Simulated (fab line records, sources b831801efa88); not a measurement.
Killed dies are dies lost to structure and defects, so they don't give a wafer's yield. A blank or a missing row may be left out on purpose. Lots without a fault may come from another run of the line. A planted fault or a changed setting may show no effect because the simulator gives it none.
One fault seen from 2 desks | flow sky130 | each desk has only its own numbers; what lay behind them comes last

THE TOOL OWNER'S DESK: litho_track-03
The tool's own readings at SKY_LDD_LDN_DEVELOP_06 (develop time 60 s): means of the sampled wafers that have a number, for each lot that ran on this tool. A lot is out of limits, marked OUT, if its mean lies more than 4 standard deviations from the usual mean; the brackets give that distance.
Columns: A = developer_temp_C at SKY_LDD_LDN_DEVELOP_06, usual 22.97 C
lot  | first seen here | A
L484 | day 22 15:01    | 23.01
L491 | day 25 10:33    | 22.05 (-9.2) OUT
L494 | day 26 21:28    | 21.90 (-11) OUT
L503 | day 29 23:10    | 22.93
L506 | day 30 22:18    | 22.99
This desk's finding: out of limits on L491, L494; first on L491, day 25 10:33 (developer_temp_C at SKY_LDD_LDN_DEVELOP_06). In limits: L484, L503, L506.

THE METROLOGY DESK
What the gauges read, lot by lot, whatever tool the lot ran on: means of the sampled wafers that have a number. A lot is out of limits, marked OUT, if its mean lies more than 4 standard deviations from the usual mean; the brackets give that distance.
Columns: A = cd_nm at SKY_SONOS_TUNNEL_CD_MEAS_07, usual 410.5 nm; B = SONOS_ONO_CVD_02_THK at SKY_SONOS_ONO_THK_MEAS_03, usual 10.43 nm; C = POLY_GATE_OVL at SKY_POLY_GATE_OVL_MEAS_14, usual 0 nm
lot  | first seen here | A     | B     | C
L484 | day 11 07:57    | 410.8 | 10.62 | 6
L483 | day 11 10:11    | 412.0 | 10.45 | 4
L485 | day 12 03:03    | 412.1 | 10.48 | 2
L491 | day 13 15:40    | 409.5 | 10.46 | 2
L494 | day 14 22:26    | 408.9 | 10.24 | 1
L495 | day 15 08:08    | 408.7 | 10.19 | -3
L496 | day 15 13:22    | 410.5 | 10.31 | -1
L497 | day 15 20:51    | 409.0 | 10.57 | 7
L499 | day 16 14:28    | 413.6 | 10.55 | 2
L502 | day 17 06:32    | 408.4 | 10.54 | 6
L503 | day 18 03:36    | 408.7 | 10.41 | 6
L504 | day 18 22:53    | 409.3 | 10.61 | 0
L506 | day 19 12:52    | 407.3 | 10.45 | -7
L505 | day 19 13:59    | 414.6 | 10.40 | 0
This desk's finding: nothing out of limits on any of the 14 lots.

PUT TOGETHER
The tool owner's desk could have raised an alarm at day 25 10:33, on L491, L494.
The metrology desk saw nothing out of limits.
The metrology desk has L491, L494 on record, within its limits.
Of the lots named, all ran SKY_LDD_LDN_DEVELOP_06 on litho_track-03.

WHAT THE SIMULATOR HAD PUT IN
Process parameter drift: litho_track-03, from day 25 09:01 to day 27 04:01, at SKY_LDD_LDN_DEVELOP_06. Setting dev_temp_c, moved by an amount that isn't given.
Lots struck among those shown: L491, L494.
Hours from the fault's start to each desk's first reading out of limits: the tool owner's desk, 2.
